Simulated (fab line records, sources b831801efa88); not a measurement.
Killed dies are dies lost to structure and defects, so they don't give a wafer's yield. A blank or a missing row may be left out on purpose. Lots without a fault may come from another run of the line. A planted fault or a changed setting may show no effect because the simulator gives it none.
Which tool did it? | flow gf180mcu | 11 lots, 33 wafers sampled, at 5 steps of a route of 602

WHAT THE GAUGES READ, wafer by wafer
GF_PSD_RS_MEAS_14: measures by four-point-probe. Usual: NSD_RS 46.12 ohm/sq, standard deviation 0.081.
lot  | measured     | on            | NSD_RS (ohm/sq)   | flag
L777 | day 14 05:34 | film_metro-02 | 46.14 46.16 46.05 |
L778 | day 14 14:13 | film_metro-02 | 46.20 46.16 46.11 |
L779 | day 15 00:21 | film_metro-04 | 46.09 46.10 46.08 |
L782 | day 16 00:21 | film_metro-04 | 46.09 46.18 46.22 |
L784 | day 16 16:47 | film_metro-02 | 46.26 46.10 46.21 |
L787 | day 17 13:08 | film_metro-04 | 46.13 46.18 46.03 |
L794 | day 20 09:57 | film_metro-01 | 46.05 43.89 43.69 | OFF
L795 | day 20 14:46 | film_metro-01 | 46.18 43.95 46.00 | OFF
L796 | day 21 00:00 | film_metro-04 | 46.12 46.12 46.24 |
L797 | day 21 02:21 | film_metro-02 | 46.05 46.10 46.06 |
L800 | day 22 06:49 | film_metro-02 | 46.16 46.24 46.26 |

GF_PSD_RS_MEAS_15: measures by four-point-probe. Usual: PSD_RS 108.5 ohm/sq, standard deviation 0.3.
lot  | measured     | on            | PSD_RS (ohm/sq)   | flag
L777 | day 14 05:41 | film_metro-02 | 108.2 108.6 108.2 |
L778 | day 14 14:20 | film_metro-02 | 108.7 108.8 109.1 |
L779 | day 15 00:28 | film_metro-04 | 108.3 108.2 108.3 |
L782 | day 16 00:28 | film_metro-04 | 108.6 108.8 108.8 |
L784 | day 16 16:55 | film_metro-02 | 108.6 108.8 108.6 |
L787 | day 17 13:15 | film_metro-04 | 108.7 108.3 108.4 |
L794 | day 20 10:04 | film_metro-01 | 108.3 103.5 103.4 | OFF
L795 | day 20 14:53 | film_metro-01 | 108.5 104.2 108.7 | OFF
L796 | day 21 00:07 | film_metro-04 | 109.0 109.1 108.7 |
L797 | day 21 02:28 | film_metro-02 | 108.4 108.5 108.3 |
L800 | day 22 06:56 | film_metro-02 | 108.6 108.6 108.9 |

GF_SAB_OVL_MEAS_10. Usual: SAB_OVL -0.3 nm, standard deviation 1.4.
lot  | measured     | on         | SAB_OVL (nm)   | flag
L777 | day 15 03:38 | overlay-01 | -0.3 -0.2 0.3  |
L778 | day 15 11:17 | overlay-01 | 0.1 0.2 1.5    |
L779 | day 15 22:17 | overlay-02 | -0.7 -1.1 -1.3 |
L782 | day 16 22:37 | overlay-01 | 1.3 0.4 -0.9   |
L784 | day 17 15:19 | overlay-02 | 2.7 2.5 1.0    |
L787 | day 18 12:55 | overlay-01 | -0.7 -0.9 -0.3 |
L794 | day 21 10:25 | overlay-02 | 0.7 1.1 -1.6   |
L795 | day 21 14:37 | overlay-02 | 2.6 0.1 -0.5   |
L796 | day 21 23:01 | overlay-02 | -0.7 -0.7 -0.4 |
L797 | day 22 02:16 | overlay-02 | -0.9 -0.1 -1.0 |
L800 | day 23 05:53 | overlay-02 | 0.7 -0.7 0.4   |

WHICH TOOL RAN EACH LOT (tool, then ch and the chambers of the sampled wafers, then the start)
lot  | GF_HV_LDD_STRIP_49                   | GF_PSD_RTA_13
L777 | plasma_asher-01 ch 0,1, day 12 09:13 | rtp_anneal-02 ch 0, day 14 05:29
L778 | plasma_asher-02 ch 0,1, day 12 16:49 | rtp_anneal-02 ch 0, day 14 14:07
L779 | plasma_asher-02 ch 0,1, day 13 02:25 | rtp_anneal-01 ch 0, day 15 00:16
L782 | plasma_asher-01 ch 0,1, day 14 01:52 | rtp_anneal-01 ch 0, day 16 00:16
L784 | plasma_asher-02 ch 0,1, day 14 17:17 | rtp_anneal-01 ch 0, day 16 16:42
L787 | plasma_asher-01 ch 0,1, day 15 12:43 | rtp_anneal-02 ch 0, day 17 13:02
L794 | plasma_asher-02 ch 0,1, day 18 04:46 | rtp_anneal-01 ch 0, day 20 09:52
L795 | plasma_asher-04 ch 0,1, day 18 10:26 | rtp_anneal-01 ch 0, day 20 14:40
L796 | plasma_asher-01 ch 0,1, day 18 20:48 | rtp_anneal-02 ch 0, day 20 23:55
L797 | plasma_asher-01 ch 0,1, day 18 22:18 | rtp_anneal-02 ch 0, day 21 02:16
L800 | plasma_asher-02 ch 0,1, day 20 04:15 | rtp_anneal-02 ch 0, day 22 06:44
- GF_HV_LDD_STRIP_49: strips in O2/N2.
- GF_PSD_RTA_13: time 20 s.

WHAT THE TOOLS THEMSELVES READ (means of the sampled wafers that have a number; where no wafer has one, the mark that the record gives instead)
GF_HV_LDD_STRIP_49. Usual: chamber_pressure_mTorr 1500.0 mTorr, standard deviation 1.4; drypump_motor_current_A 5.7 A, standard deviation 0.31; heater_power_w 323 W, standard deviation 26; oes_product_au 0.716 a.u., standard deviation 0.0044; strip_time_to_endpoint_s 12.65 s, standard deviation 0.037.
lot  | tool            | chamber_pressure_mTorr (mTorr) | drypump_motor_current_A (A) | heater_power_w (W) | oes_product_au (a.u.) | strip_time_to_endpoint_s (s) | flag
L777 | plasma_asher-01 | 1499.2                         | 5.9                         | 296                | 0.718                 | 12.57                        |
L778 | plasma_asher-02 | 1500.4                         | 5.6                         | 339                | 0.714                 | 12.64                        |
L779 | plasma_asher-02 | 1499.1                         | 5.6                         | 339                | 0.716                 | 12.66                        |
L782 | plasma_asher-01 | 1500.9                         | 5.9                         | 298                | 0.719                 | 12.61                        |
L784 | plasma_asher-02 | 1499.5                         | 5.6                         | 340                | 0.717                 | 12.64                        |
L787 | plasma_asher-01 | 1499.1                         | 5.9                         | 320                | 0.717                 | 12.64                        |
L794 | plasma_asher-02 | 1501.2                         | 5.6                         | 343                | 0.711                 | 12.61                        |
L795 | plasma_asher-04 | 1501.3                         | 5.8                         | 323                | 0.716                 | 12.65                        |
L796 | plasma_asher-01 | 1500.6                         | 5.9                         | 300                | 0.715                 | 12.63                        |
L797 | plasma_asher-01 | 1500.5                         | 5.9                         | 317                | 0.717                 | 12.62                        |
L800 | plasma_asher-02 | 1497.8                         | 5.6                         | 345                | 0.713                 | 12.64                        |

GF_PSD_RTA_13. Usual: lamp_power_pct 34.4 %, standard deviation 2.3; run_length_s 48.58 s, standard deviation 0.29; wafer_temp_C_max 1028.6, standard deviation 0.68.
lot  | tool          | lamp_power_pct (%) | run_length_s (s) | wafer_temp_C_max | flag
L777 | rtp_anneal-02 | 32.5               | 48.77            | 1028.6           |
L778 | rtp_anneal-02 | 32.4               | 48.82            | 1028.7           |
L779 | rtp_anneal-01 | 37.1               | 48.26            | 1027.8           |
L782 | rtp_anneal-01 | 37.1               | 48.20            | 1028.1           |
L784 | rtp_anneal-01 | 37.1               | 48.24            | 1028.3           |
L787 | rtp_anneal-02 | 32.4               | 48.85            | 1028.7           |
L794 | rtp_anneal-01 | 37.1               | 55.44            | 1029.3           | OFF
L795 | rtp_anneal-01 | 37.2               | 52.07            | 1027.7           | OFF
L796 | rtp_anneal-02 | 32.4               | 48.75            | 1029.2           |
L797 | rtp_anneal-02 | 32.4               | 48.72            | 1028.5           |
L800 | rtp_anneal-02 | 32.4               | 48.63            | 1028.8           |

THE ANSWER, worked out from the rows above alone
Rule: a lot is off if the mean of its wafers that have a number lies more than 3 standard deviations from the usual mean. A lot without any number at a reading at which 4 lots or more have one is off too. The other lots that the step has rows for count as sound. The gauges are gone through in route order, then the tools' own readings, and for those a lot's mean is taken as printed above. The first step at which some lot is off is used, and at that step the reading that is off furthest; a lot without a number counts as furthest.
Off: L794, L795, at GF_PSD_RS_MEAS_14 (NSD_RS).
A tool fits if, at a process step before that reading, it ran every lot that is off, and no sound lot after the first of them. The gauges at GF_PSD_RS_MEAS_14 aren't tried: what is off there is off at GF_PSD_RTA_13 too, on other tools, and a gauge's error can't cause that. One fits: rtp_anneal-01 at GF_PSD_RTA_13. Its last sound lot is L784 (day 16 16:42), its first lot that is off L794 (day 20 09:52): a fault that began between those two fits.
The tool's own readings at GF_PSD_RTA_13 bear it out: on the lots that are off they differ by more than 5 times the standard deviation of the sound lots' means. run_length_s reads 53.75 s there against 48.58 s on the sound lots.

WHAT THE SIMULATOR HAD PUT IN
Process parameter drift: rtp_anneal-01, from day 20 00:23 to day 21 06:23, at GF_PSD_RTA_13. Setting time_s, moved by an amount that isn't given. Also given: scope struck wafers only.
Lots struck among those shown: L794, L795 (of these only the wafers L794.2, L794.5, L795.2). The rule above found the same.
